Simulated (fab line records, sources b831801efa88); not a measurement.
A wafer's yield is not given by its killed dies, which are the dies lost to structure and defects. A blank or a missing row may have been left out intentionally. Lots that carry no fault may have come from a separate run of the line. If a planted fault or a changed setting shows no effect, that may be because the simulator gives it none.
Which tool did it? :: flow sky130 :: 24 lots, 72 wafers sampled, at 4 steps of a route of 708

== WHAT EACH GAUGE READ, for each wafer ==
SKY_SD_N_TW_MEAS_12. Usual: SD_N_TW typically reads 3958, with standard deviation 40.
lot: L074
measured: day 27 16:37
on: filmMetro-01
SD_N_TW: 3926 3916 3927
flag: 

lot: L075
measured: day 27 20:20
on: filmMetro-03
SD_N_TW: 4010 3996 4015
flag: 

lot: L076
measured: day 28 01:08
on: filmMetro-03
SD_N_TW: 4008 4001 4007
flag: 

lot: L079
measured: day 30 03:55
on: filmMetro-01
SD_N_TW: 3925 3930 3922
flag: 

lot: L077
measured: day 30 06:23
on: filmMetro-01
SD_N_TW: 3896 3875 3908
flag: 

lot: L078
measured: day 30 07:46
on: filmMetro-01
SD_N_TW: 3929 3911 3900
flag: 

lot: L081
measured: day 30 08:59
on: filmMetro-03
SD_N_TW: 3987 4001 3992
flag: 

lot: L080
measured: day 30 10:53
on: filmMetro-03
SD_N_TW: 4017 4027 4028
flag: 

lot: L082
measured: day 30 17:59
on: filmMetro-01
SD_N_TW: 3893 3916 3907
flag: 

lot: L083
measured: day 32 04:20
on: filmMetro-01
SD_N_TW: 3932 3938 3968
flag: 

lot: L084
measured: day 32 04:38
on: filmMetro-03
SD_N_TW: 4032 4012 3997
flag: 

lot: L086
measured: day 32 06:47
on: filmMetro-03
SD_N_TW: 4012 4001 4001
flag: 

lot: L085
measured: day 32 08:52
on: filmMetro-01
SD_N_TW: 3960 3966 3942
flag: 

lot: L087
measured: day 32 09:15
on: filmMetro-01
SD_N_TW: 3961 3948 3950
flag: 

lot: L089
measured: day 32 15:35
on: filmMetro-01
SD_N_TW: 3927 3940 3940
flag: 

lot: L088
measured: day 32 16:32
on: filmMetro-03
SD_N_TW: 4016 4030 4008
flag: 

lot: L090
measured: day 33 02:55
on: filmMetro-01
SD_N_TW: 3964 3975 3946
flag: 

lot: L091
measured: day 33 06:47
on: filmMetro-01
SD_N_TW: 3949 3962 3956
flag: 

lot: L092
measured: day 33 16:55
on: filmMetro-03
SD_N_TW: 3972 3978 3973
flag: 

lot: L094
measured: day 34 04:59
on: filmMetro-01
SD_N_TW: 3946 3934 3907
flag: 

lot: L093
measured: day 34 08:07
on: filmMetro-01
SD_N_TW: 3907 3908 3915
flag: 

lot: L095
measured: day 34 09:43
on: filmMetro-03
SD_N_TW: 3979 3966 3957
flag: 

lot: L096
measured: day 35 00:37
on: filmMetro-01
SD_N_TW: 3908 3901 3904
flag: 

lot: L097
measured: day 35 02:22
on: filmMetro-04
SD_N_TW: 3967 3996 3992
flag: 

SKY_LI_CONTACT_BOW_MEAS_03. Usual: LI_CONTACT_BOW typically reads 57 um, with standard deviation 6.6.
lot: L074
measured: day 27 17:46
on: filmMetro-03
LI_CONTACT_BOW (um): 60 53 59
flag: 

lot: L075
measured: day 27 21:29
on: filmMetro-03
LI_CONTACT_BOW (um): 53 58 55
flag: 

lot: L076
measured: day 28 02:16
on: filmMetro-04
LI_CONTACT_BOW (um): 59 56 50
flag: 

lot: L079
measured: day 30 05:13
on: filmMetro-03
LI_CONTACT_BOW (um): 57 58 63
flag: 

lot: L077
measured: day 30 07:33
on: filmMetro-04
LI_CONTACT_BOW (um): 56 55 47
flag: 

lot: L078
measured: day 30 08:53
on: filmMetro-04
LI_CONTACT_BOW (um): 56 62 66
flag: 

lot: L081
measured: day 30 10:28
on: filmMetro-03
LI_CONTACT_BOW (um): 48 50 44
flag: 

lot: L080
measured: day 30 12:01
on: filmMetro-01
LI_CONTACT_BOW (um): 55 57 61
flag: 

lot: L082
measured: day 30 19:07
on: filmMetro-03
LI_CONTACT_BOW (um): 65 65 55
flag: 

lot: L083
measured: day 32 05:31
on: filmMetro-04
LI_CONTACT_BOW (um): 56 52 78
flag: 

lot: L084
measured: day 32 05:50
on: filmMetro-01
LI_CONTACT_BOW (um): 57 55 52
flag: 

lot: L086
measured: day 32 07:55
on: filmMetro-04
LI_CONTACT_BOW (um): 56 64 64
flag: 

lot: L085
measured: day 32 09:59
on: filmMetro-01
LI_CONTACT_BOW (um): 48 58 51
flag: 

lot: L087
measured: day 32 10:25
on: filmMetro-04
LI_CONTACT_BOW (um): 58 65 58
flag: 

lot: L089
measured: day 32 16:43
on: filmMetro-04
LI_CONTACT_BOW (um): 58 46 58
flag: 

lot: L088
measured: day 32 17:40
on: filmMetro-01
LI_CONTACT_BOW (um): 56 51 59
flag: 

lot: L090
measured: day 33 04:02
on: filmMetro-01
LI_CONTACT_BOW (um): 43 61 59
flag: 

lot: L091
measured: day 33 07:55
on: filmMetro-04
LI_CONTACT_BOW (um): 48 61 49
flag: 

lot: L092
measured: day 33 18:02
on: filmMetro-04
LI_CONTACT_BOW (um): 53 45 62
flag: 

lot: L094
measured: day 34 06:08
on: filmMetro-03
LI_CONTACT_BOW (um): 54 63 59
flag: 

lot: L093
measured: day 34 09:16
on: filmMetro-03
LI_CONTACT_BOW (um): 46 49 52
flag: 

lot: L095
measured: day 34 10:50
on: filmMetro-01
LI_CONTACT_BOW (um): 63 57 63
flag: 

lot: L096
measured: day 35 01:45
on: filmMetro-01
LI_CONTACT_BOW (um): 55 58 44
flag: 

lot: L097
measured: day 35 03:29
on: filmMetro-01
LI_CONTACT_BOW (um): 61 57 51
flag: 

SKY_LOCAL_INTERCONNECT_OVL_MEAS_12. Usual: LOCAL_INTERCONNECT_OVL typically reads 7 nm, with standard deviation 6.2.
lot: L074
measured: day 30 05:51
on: overlay-02
LOCAL_INTERCONNECT_OVL (nm): 8 11 7
flag: 

lot: L075
measured: day 30 08:54
on: overlay-02
LOCAL_INTERCONNECT_OVL (nm): -5 -3 2
flag: 

lot: L076
measured: day 30 18:48
on: overlay-02
LOCAL_INTERCONNECT_OVL (nm): 1 1 -1
flag: 

lot: L079
measured: day 32 13:17
on: overlay-01
LOCAL_INTERCONNECT_OVL (nm): 12 7 2
flag: 

lot: L077
measured: day 32 16:57
on: overlay-01
LOCAL_INTERCONNECT_OVL (nm): -2 7 -1
flag: 

lot: L078
measured: day 32 17:32
on: overlay-02
LOCAL_INTERCONNECT_OVL (nm): 11 -1 4
flag: 

lot: L081
measured: day 32 17:54
on: overlay-01
LOCAL_INTERCONNECT_OVL (nm): 1 6 6
flag: 

lot: L080
measured: day 32 19:47
on: overlay-02
LOCAL_INTERCONNECT_OVL (nm): 13 23 17
flag: 

lot: L082
measured: day 33 03:00
on: overlay-02
LOCAL_INTERCONNECT_OVL (nm): 2 6 4
flag: 

lot: L083
measured: day 34 12:21
on: overlay-02
LOCAL_INTERCONNECT_OVL (nm): 6 3 5
flag: 

lot: L084
measured: day 34 13:19
on: overlay-01
LOCAL_INTERCONNECT_OVL (nm): 7 4 11
flag: 

lot: L086
measured: day 34 15:50
on: overlay-01
LOCAL_INTERCONNECT_OVL (nm): 11 4 10
flag: 

lot: L085
measured: day 34 17:59
on: overlay-01
LOCAL_INTERCONNECT_OVL (nm): 10 10 8
flag: 

lot: L087
measured: day 34 18:20
on: overlay-01
LOCAL_INTERCONNECT_OVL (nm): 9 14 7
flag: 

lot: L089
measured: day 35 00:50
on: overlay-01
LOCAL_INTERCONNECT_OVL (nm): 1 3 0
flag: 

lot: L088
measured: day 35 01:30
on: overlay-01
LOCAL_INTERCONNECT_OVL (nm): 8 1 3
flag: 

lot: L090
measured: day 35 11:29
on: overlay-01
LOCAL_INTERCONNECT_OVL (nm): -7 3 -6
flag: 

lot: L091
measured: day 35 15:26
on: overlay-02
LOCAL_INTERCONNECT_OVL (nm): 6 9 13
flag: 

lot: L092
measured: day 36 00:44
on: overlay-02
LOCAL_INTERCONNECT_OVL (nm): 18 11 12
flag: 

lot: L094
measured: day 36 12:16
on: overlay-02
LOCAL_INTERCONNECT_OVL (nm): 10 2 2
flag: 

lot: L093
measured: day 36 16:26
on: overlay-02
LOCAL_INTERCONNECT_OVL (nm): 4 5 6
flag: 

lot: L095
measured: day 36 18:05
on: overlay-02
LOCAL_INTERCONNECT_OVL (nm): -2 5 4
flag: 

lot: L096
measured: day 37 09:03
on: overlay-01
LOCAL_INTERCONNECT_OVL (nm): 14 12 8
flag: 

lot: L097
measured: day 37 09:53
on: overlay-01
LOCAL_INTERCONNECT_OVL (nm): 7 12 25
flag: 

== WHICH TOOL RAN EACH LOT (tool, then ch and the chambers of the sampled wafers, then the start) ==
lot: L074
SKY_LDD_LDN_STRIP_12: plasmaAsher-04 ch 0,1, day 22 16:11

lot: L075
SKY_LDD_LDN_STRIP_12: plasmaAsher-04 ch 0,1, day 22 19:38

lot: L076
SKY_LDD_LDN_STRIP_12: plasmaAsher-03 ch 0,1, day 23 02:50

lot: L079
SKY_LDD_LDN_STRIP_12: plasmaAsher-03 ch 0,1, day 25 04:26

lot: L077
SKY_LDD_LDN_STRIP_12: plasmaAsher-02 ch 0,1, day 25 07:24

lot: L078
SKY_LDD_LDN_STRIP_12: plasmaAsher-04 ch 0,1, day 25 07:42

lot: L081
SKY_LDD_LDN_STRIP_12: plasmaAsher-02 ch 0,1, day 25 10:59

lot: L080
SKY_LDD_LDN_STRIP_12: plasmaAsher-04 ch 0,1, day 25 12:15

lot: L082
SKY_LDD_LDN_STRIP_12: plasmaAsher-04 ch 0,1, day 25 20:30

lot: L083
SKY_LDD_LDN_STRIP_12: plasmaAsher-04 ch 0,1, day 27 09:38

lot: L084
SKY_LDD_LDN_STRIP_12: plasmaAsher-04 ch 0,1, day 27 10:32

lot: L086
SKY_LDD_LDN_STRIP_12: plasmaAsher-02 ch 0,1, day 27 11:10

lot: L085
SKY_LDD_LDN_STRIP_12: plasmaAsher-04 ch 0,1, day 27 12:42

lot: L087
SKY_LDD_LDN_STRIP_12: plasmaAsher-02 ch 0,1, day 27 14:56

lot: L089
SKY_LDD_LDN_STRIP_12: plasmaAsher-02 ch 0, day 27 20:45

lot: L088
SKY_LDD_LDN_STRIP_12: plasmaAsher-04 ch 1, day 27 21:59

lot: L090
SKY_LDD_LDN_STRIP_12: plasmaAsher-03 ch 0,1, day 28 10:24

lot: L091
SKY_LDD_LDN_STRIP_12: plasmaAsher-04 ch 0,1, day 28 13:56

lot: L092
SKY_LDD_LDN_STRIP_12: plasmaAsher-02 ch 0,1, day 29 00:51

lot: L094
SKY_LDD_LDN_STRIP_12: plasmaAsher-03 ch 0,1, day 29 13:29

lot: L093
SKY_LDD_LDN_STRIP_12: plasmaAsher-03 ch 0,1, day 29 16:37

lot: L095
SKY_LDD_LDN_STRIP_12: plasmaAsher-02 ch 0,1, day 29 18:00

lot: L096
SKY_LDD_LDN_STRIP_12: plasmaAsher-02 ch 0,1, day 30 11:11

lot: L097
SKY_LDD_LDN_STRIP_12: plasmaAsher-04 ch 0,1, day 30 11:20
- SKY_LDD_LDN_STRIP_12: strips in O2/N2.

== AS READ BY THE TOOLS THEMSELVES (means over the sampled wafers that have a number; for cases with no such wafer, the mark the record gives instead) ==
SKY_LDD_LDN_STRIP_12. Usual: drypumpMotorCurrentA 5.6 A, standard deviation 0.49; o2FlowSccm 3001 sccm, standard deviation 8; oesProductAu 0.715 a.u., standard deviation 0.0047; stripTimeToEndpointS 14.20 s, standard deviation 0.038.
lot: L074
tool: plasmaAsher-04
drypumpMotorCurrentA (A): 5.9
o2FlowSccm (sccm): 2998
oesProductAu (a.u.): 0.712
stripTimeToEndpointS (s): 14.18
flag: 

lot: L075
tool: plasmaAsher-04
drypumpMotorCurrentA (A): 5.8
o2FlowSccm (sccm): 3002
oesProductAu (a.u.): 0.712
stripTimeToEndpointS (s): 14.28
flag: 

lot: L076
tool: plasmaAsher-03
drypumpMotorCurrentA (A): 6.3
o2FlowSccm (sccm): 3012
oesProductAu (a.u.): 0.711
stripTimeToEndpointS (s): 14.24
flag: 

lot: L079
tool: plasmaAsher-03
drypumpMotorCurrentA (A): 6.0
o2FlowSccm (sccm): 2997
oesProductAu (a.u.): 0.718
stripTimeToEndpointS (s): 14.23
flag: 

lot: L077
tool: plasmaAsher-02
drypumpMotorCurrentA (A): 5.2
o2FlowSccm (sccm): 3005
oesProductAu (a.u.): 0.713
stripTimeToEndpointS (s): 14.19
flag: 

lot: L078
tool: plasmaAsher-04
drypumpMotorCurrentA (A): 5.9
o2FlowSccm (sccm): 3000
oesProductAu (a.u.): 0.715
stripTimeToEndpointS (s): 14.26
flag: 

lot: L081
tool: plasmaAsher-02
drypumpMotorCurrentA (A): 5.2
o2FlowSccm (sccm): 3004
oesProductAu (a.u.): 0.716
stripTimeToEndpointS (s): 14.19
flag: 

lot: L080
tool: plasmaAsher-04
drypumpMotorCurrentA (A): 5.5
o2FlowSccm (sccm): 3000
oesProductAu (a.u.): 0.718
stripTimeToEndpointS (s): 14.21
flag: 

lot: L082
tool: plasmaAsher-04
drypumpMotorCurrentA (A): 5.9
o2FlowSccm (sccm): 3003
oesProductAu (a.u.): 0.718
stripTimeToEndpointS (s): 14.15
flag: 

lot: L083
tool: plasmaAsher-04
drypumpMotorCurrentA (A): 5.5
o2FlowSccm (sccm): 3008
oesProductAu (a.u.): 0.719
stripTimeToEndpointS (s): 14.20
flag: 

lot: L084
tool: plasmaAsher-04
drypumpMotorCurrentA (A): 5.5
o2FlowSccm (sccm): 3004
oesProductAu (a.u.): 0.715
stripTimeToEndpointS (s): 14.18
flag: 

lot: L086
tool: plasmaAsher-02
drypumpMotorCurrentA (A): 5.2
o2FlowSccm (sccm): 3005
oesProductAu (a.u.): 0.722
stripTimeToEndpointS (s): 14.18
flag: 

lot: L085
tool: plasmaAsher-04
drypumpMotorCurrentA (A): 5.5
o2FlowSccm (sccm): 3010
oesProductAu (a.u.): 0.716
stripTimeToEndpointS (s): 14.15
flag: 

lot: L087
tool: plasmaAsher-02
drypumpMotorCurrentA (A): 5.2
o2FlowSccm (sccm): 2998
oesProductAu (a.u.): 0.716
stripTimeToEndpointS (s): 14.18
flag: 

lot: L089
tool: plasmaAsher-02
drypumpMotorCurrentA (A): 5.0
o2FlowSccm (sccm): 2998
oesProductAu (a.u.): 0.714
stripTimeToEndpointS (s): 14.20
flag: 

lot: L088
tool: plasmaAsher-04
drypumpMotorCurrentA (A): 5.2
o2FlowSccm (sccm): 3009
oesProductAu (a.u.): 0.713
stripTimeToEndpointS (s): 14.16
flag: 

lot: L090
tool: plasmaAsher-03
drypumpMotorCurrentA (A): 6.3
o2FlowSccm (sccm): 3001
oesProductAu (a.u.): 0.712
stripTimeToEndpointS (s): 14.21
flag: 

lot: L091
tool: plasmaAsher-04
drypumpMotorCurrentA (A): 5.9
o2FlowSccm (sccm): 2989
oesProductAu (a.u.): 0.718
stripTimeToEndpointS (s): 14.18
flag: 

lot: L092
tool: plasmaAsher-02
drypumpMotorCurrentA (A): 5.2
o2FlowSccm (sccm): 2994
oesProductAu (a.u.): 0.712
stripTimeToEndpointS (s): 14.21
flag: 

lot: L094
tool: plasmaAsher-03
drypumpMotorCurrentA (A): 6.0
o2FlowSccm (sccm): 3004
oesProductAu (a.u.): 0.717
stripTimeToEndpointS (s): 14.24
flag: 

lot: L093
tool: plasmaAsher-03
drypumpMotorCurrentA (A): 6.0
o2FlowSccm (sccm): 2993
oesProductAu (a.u.): 0.715
stripTimeToEndpointS (s): 14.23
flag: 

lot: L095
tool: plasmaAsher-02
drypumpMotorCurrentA (A): 5.2
o2FlowSccm (sccm): 3010
oesProductAu (a.u.): 0.720
stripTimeToEndpointS (s): 14.19
flag: 

lot: L096
tool: plasmaAsher-02
drypumpMotorCurrentA (A): 5.2
o2FlowSccm (sccm): 2995
oesProductAu (a.u.): 0.719
stripTimeToEndpointS (s): 14.14
flag: 

lot: L097
tool: plasmaAsher-04
drypumpMotorCurrentA (A): 5.5
o2FlowSccm (sccm): 3002
oesProductAu (a.u.): 0.714
stripTimeToEndpointS (s): 14.22
flag: 

== THE ANSWER, worked out from the rows above alone ==
Rule: a lot counts as off when the mean over its wafers that have a number is more than 3 standard deviations away from the usual mean. A lot without any number at a reading at which 4 lots or more have one is off too. The other lots that the step has rows for count as sound. After the gauges, taken in route order, come the tools' own readings; for these a lot's mean is taken, as printed above. The first step at which some lot is off is used, and at that step the reading that is off furthest; a lot without a number counts as furthest.
No lot is off on any of the readings shown, so nothing can be concluded from this.

== WHAT WAS PUT IN BY THE SIMULATOR ==
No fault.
